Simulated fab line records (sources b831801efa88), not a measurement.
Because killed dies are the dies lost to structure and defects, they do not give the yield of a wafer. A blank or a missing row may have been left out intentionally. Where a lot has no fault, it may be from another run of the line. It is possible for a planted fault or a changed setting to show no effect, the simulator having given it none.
What tool caused it? -- flow sky130 -- 12 lots with 36 wafers sampled at 5 steps, on a route of 708 steps

WHAT THE GAUGES SHOWED, per wafer
SKY_FIELD_ISO_THK_MEAS_25.
lot,measured,on,FIELD_ISO_CVD_24_THK (nm)
L102,day 2 13:07,filmMetro-02,591 592 598
L103,day 2 19:13,filmMetro-01,591 594 590
L105,day 3 09:45,filmMetro-02,590 585 590
L107,day 3 17:40,filmMetro-02,588 590 586
L110,day 4 10:42,filmMetro-03,592 582 596
L115,day 5 09:03,filmMetro-01,605 597 601
L118,day 6 02:56,filmMetro-02,591 593 589
L120,day 6 13:18,filmMetro-01,582 600 596
L121,day 6 15:20,filmMetro-02,599 590 595
L122,day 6 19:41,filmMetro-01,609 600 592
L123,day 7 00:17,filmMetro-03,583 601 588
L124,day 7 10:44,filmMetro-01,577 591 581

SKY_NWELL_RS_MEAS_31: measures by four-point-probe.
lot,measured,on,PWDE_RS (ohm/sq)
L102,day 5 14:47,filmMetro-04,5268 5277 5258
L103,day 5 20:51,filmMetro-01,5288 5276 5274
L105,day 6 20:21,filmMetro-04,5407 5410 5405
L107,day 7 00:28,filmMetro-02,5446 5426 5446
L110,day 7 23:11,filmMetro-02,5430 5415 5414
L115,day 8 21:22,filmMetro-02,5271 5280 5277
L118,day 9 17:29,filmMetro-04,5263 5262 5249
L120,day 10 05:10,filmMetro-04,5282 5269 5274
L121,day 10 08:31,filmMetro-04,5253 5269 5261
L122,day 10 12:30,filmMetro-01,5261 5246 5268
L123,day 10 19:07,filmMetro-04,5264 5267 5269
L124,day 11 06:58,filmMetro-01,5288 5286 5264

SKY_SONOS_ONO_THK_MEAS_03.
lot,measured,on,SONOS_ONO_CVD_02_THK (nm)
L102,day 11 20:47,filmMetro-03,10.51 10.35 10.33
L103,day 12 03:22,filmMetro-03,10.45 10.33 10.37
L105,day 13 13:08,filmMetro-01,10.70 10.90 10.71
L107,day 13 16:45,filmMetro-01,10.55 10.45 10.56
L110,day 15 01:50,filmMetro-01,10.84 10.75 10.75
L115,day 16 06:16,filmMetro-01,10.78 10.76 10.67
L118,day 17 07:26,filmMetro-03,10.57 10.63 10.57
L120,day 17 22:54,filmMetro-01,10.57 10.41 10.55
L121,day 18 03:37,filmMetro-01,10.71 10.60 10.59
L122,day 18 09:08,filmMetro-02,10.47 10.47 10.46
L123,day 19 22:22,filmMetro-03,10.42 10.60 10.78
L124,day 19 22:22,filmMetro-02,10.57 10.67 10.62

WHICH TOOL RAN EACH LOT (tool, then ch and the chambers of the sampled wafers, then the start)
lot,SKY_PWDE_IMPLANT_08,SKY_NWELL_STRIP_25
L102,"implanter-04 ch 0, day 4 02:57","plasmaAsher-04 ch 0,1, day 5 14:13"
L103,"implanter-03 ch 0, day 4 08:55","plasmaAsher-04 ch 0,1, day 5 20:17"
L105,"implanter-04 ch 0, day 5 06:04","plasmaAsher-04 ch 0,1, day 6 19:47"
L107,"implanter-04 ch 0, day 5 10:00","plasmaAsher-04 ch 0,1, day 6 23:54"
L110,"implanter-04 ch 0, day 6 06:24","plasmaAsher-01 ch 0,1, day 7 22:37"
L115,"implanter-03 ch 0, day 7 03:21","plasmaAsher-03 ch 0,1, day 8 20:46"
L118,"implanter-03 ch 0, day 7 23:03","plasmaAsher-03 ch 0,1, day 9 16:56"
L120,"implanter-03 ch 0, day 8 09:40","plasmaAsher-03 ch 0,1, day 10 04:36"
L121,"implanter-03 ch 0, day 8 11:53","plasmaAsher-03 ch 0,1, day 10 07:56"
L122,"implanter-02 ch 0, day 8 16:21","plasmaAsher-01 ch 0, day 10 11:57"
L123,"implanter-03 ch 0, day 8 22:33","plasmaAsher-04 ch 0,1, day 10 18:34"
L124,"implanter-02 ch 0, day 9 09:25","plasmaAsher-01 ch 0,1, day 11 06:25"
- SKY_PWDE_IMPLANT_08
- SKY_NWELL_STRIP_25: strips in O2/N2.

WHAT THE TOOLS THEMSELVES READ (means of the sampled wafers that have a number; where no wafer has one, the mark that the record gives instead)
SKY_PWDE_IMPLANT_08.
lot,tool,doseIonsCm2,faradayCurrentUA
L102,implanter-04,3.6e+12,20.2
L103,implanter-03,3.6e+12,20.0
L105,implanter-04,3.5e+12,19.5
L107,implanter-04,3.5e+12,19.6
L110,implanter-04,3.5e+12,19.8
L115,implanter-03,3.6e+12,20.3
L118,implanter-03,3.6e+12,20.4
L120,implanter-03,3.6e+12,20.2
L121,implanter-03,3.6e+12,20.0
L122,implanter-02,3.6e+12,20.2
L123,implanter-03,3.6e+12,20.5
L124,implanter-02,3.6e+12,20.4

SKY_NWELL_STRIP_25.
lot,tool,drypumpMotorCurrentA (A),o2FlowSccm (sccm),oesProductAu (a.u.),stripTimeToEndpointS (s)
L102,plasmaAsher-04,6.0,2999,0.726,36.83
L103,plasmaAsher-04,6.0,3005,0.720,36.83
L105,plasmaAsher-04,6.1,3002,0.723,36.81
L107,plasmaAsher-04,6.1,2991,0.726,36.98
L110,plasmaAsher-01,5.3,3002,0.721,37.00
L115,plasmaAsher-03,5.5,2999,0.721,36.90
L118,plasmaAsher-03,5.4,2993,0.723,36.97
L120,plasmaAsher-03,5.4,3000,0.720,36.91
L121,plasmaAsher-03,5.4,2996,0.723,36.96
L122,plasmaAsher-01,5.5,3001,0.718,36.75
L123,plasmaAsher-04,6.0,2997,0.724,36.98
L124,plasmaAsher-01,5.2,3004,0.719,36.98

THE ANSWER, worked out from the rows above alone
Rule: what is usual is taken from the lots themselves. Put in order of their means at a reading, lots are off if they are a third of the lots or fewer, leave a main group of 4 or more, and stand apart from it by a gap of 3 or more times the standard deviation of the main group's means; of several such gaps the widest counts. If all means in a main group match to the digits the tables above print for the reading, that group is not used. Also off: a lot with no number at a reading for which 4 or more lots have one. Where the step has rows for the other lots, those lots are counted as sound. After the gauges, taken in route order, come the tools' own readings; for these a lot's mean is taken, as printed above. The first step at which some lot is off is used, and at that step the reading that is off furthest; a lot without a number counts as furthest.
Off: L105, L107, L110, at SKY_NWELL_RS_MEAS_31 (PWDE_RS). The main group has a mean of 5269 ohm/sq with a standard deviation of 8.2.
If a tool, at a process step before that reading, ran all the lots that are off and no sound lot after the first of them, it fits. Gauges at SKY_NWELL_RS_MEAS_31: tried the same way as those tools. One fits: implanter-04 at SKY_PWDE_IMPLANT_08. Its last sound lot is L102 (day 4 02:57), its first lot that is off L105 (day 5 06:04): a fault that began between those two fits.
The tool's own readings at SKY_PWDE_IMPLANT_08 bear it out: on the lots that are off they differ by more than 5 times the standard deviation of the sound lots' means. doseIonsCm2 reads 3.5e+12 there against 3.6e+12 on the sound lots.

WHAT WAS PUT IN BY THE SIMULATOR
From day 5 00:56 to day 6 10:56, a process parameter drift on implanter-04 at SKY_PWDE_IMPLANT_08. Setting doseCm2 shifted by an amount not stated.
Lots struck among those shown: L105, L107, L110. Same finding as the rule above.
